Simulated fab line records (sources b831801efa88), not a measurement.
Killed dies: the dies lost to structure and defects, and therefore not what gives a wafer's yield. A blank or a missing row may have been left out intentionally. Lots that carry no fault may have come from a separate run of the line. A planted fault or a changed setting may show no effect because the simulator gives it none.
The tool behind it: which one? + flow sky130 + 18 wafers from 6 lots sampled at 2 of the route's 708 steps

WHAT THE GAUGES READ, wafer by wafer
SKY_SD_N_RS_MEAS_16: the measuring method here is four-point-probe.
| lot  | measured     | on           | SD_N_RS (ohm/sq)  |
|------|--------------|--------------|-------------------|
| L230 | day 29 07:19 | filmMetro-04 | 68.68 68.70 68.79 |
| L232 | day 30 04:15 | filmMetro-04 | 68.55 68.34 68.52 |
| L235 | day 31 01:55 | filmMetro-04 | 68.46 68.49 68.55 |
| L237 | day 31 14:04 | filmMetro-04 | 68.52 68.61 68.67 |
| L241 | day 33 01:51 | filmMetro-02 | 68.64 68.62 68.75 |
| L249 | day 34 23:39 | filmMetro-01 | 70.06 70.08 70.15 |

WHICH TOOL RAN EACH LOT (tool, then ch and the chambers of the sampled wafers, then the start)
| lot  | SKY_SD_N_IMPLANT_10             |
|------|---------------------------------|
| L230 | implanter-02 ch 0, day 29 06:47 |
| L232 | implanter-04 ch 0, day 30 03:43 |
| L235 | implanter-04 ch 0, day 31 01:24 |
| L237 | implanter-01 ch 0, day 31 13:32 |
| L241 | implanter-01 ch 0, day 33 01:19 |
| L249 | implanter-01 ch 0, day 34 23:07 |
- SKY_SD_N_IMPLANT_10

THE ANSWER, worked out from the rows above alone
Rule: the lots themselves supply what counts as usual. Put in order of their means at a reading, lots are off if they are a third of the lots or fewer, leave a main group of 4 or more, and stand apart from it by a gap of 3 or more times the standard deviation of the main group's means; of several such gaps the widest counts. A main group is skipped when, at the precision printed for the reading in the tables above, its means are all equal. Also off: a lot with no number at a reading for which 4 or more lots have one. Any other lot the step has rows for is counted as sound.
Off: L249, seen at SKY_SD_N_RS_MEAS_16 (SD_N_RS). Main group: mean 68.59 ohm/sq, sd 0.097.
If a tool, at a process step before that reading, ran all the lots that are off and no sound lot after the first of them, it fits. Gauges at SKY_SD_N_RS_MEAS_16: tried the same way as those tools. Can't be told from this: 2 tools fit, implanter-01 at SKY_SD_N_IMPLANT_10, filmMetro-01 at SKY_SD_N_RS_MEAS_16.

WHAT THE SIMULATOR HAD PUT IN
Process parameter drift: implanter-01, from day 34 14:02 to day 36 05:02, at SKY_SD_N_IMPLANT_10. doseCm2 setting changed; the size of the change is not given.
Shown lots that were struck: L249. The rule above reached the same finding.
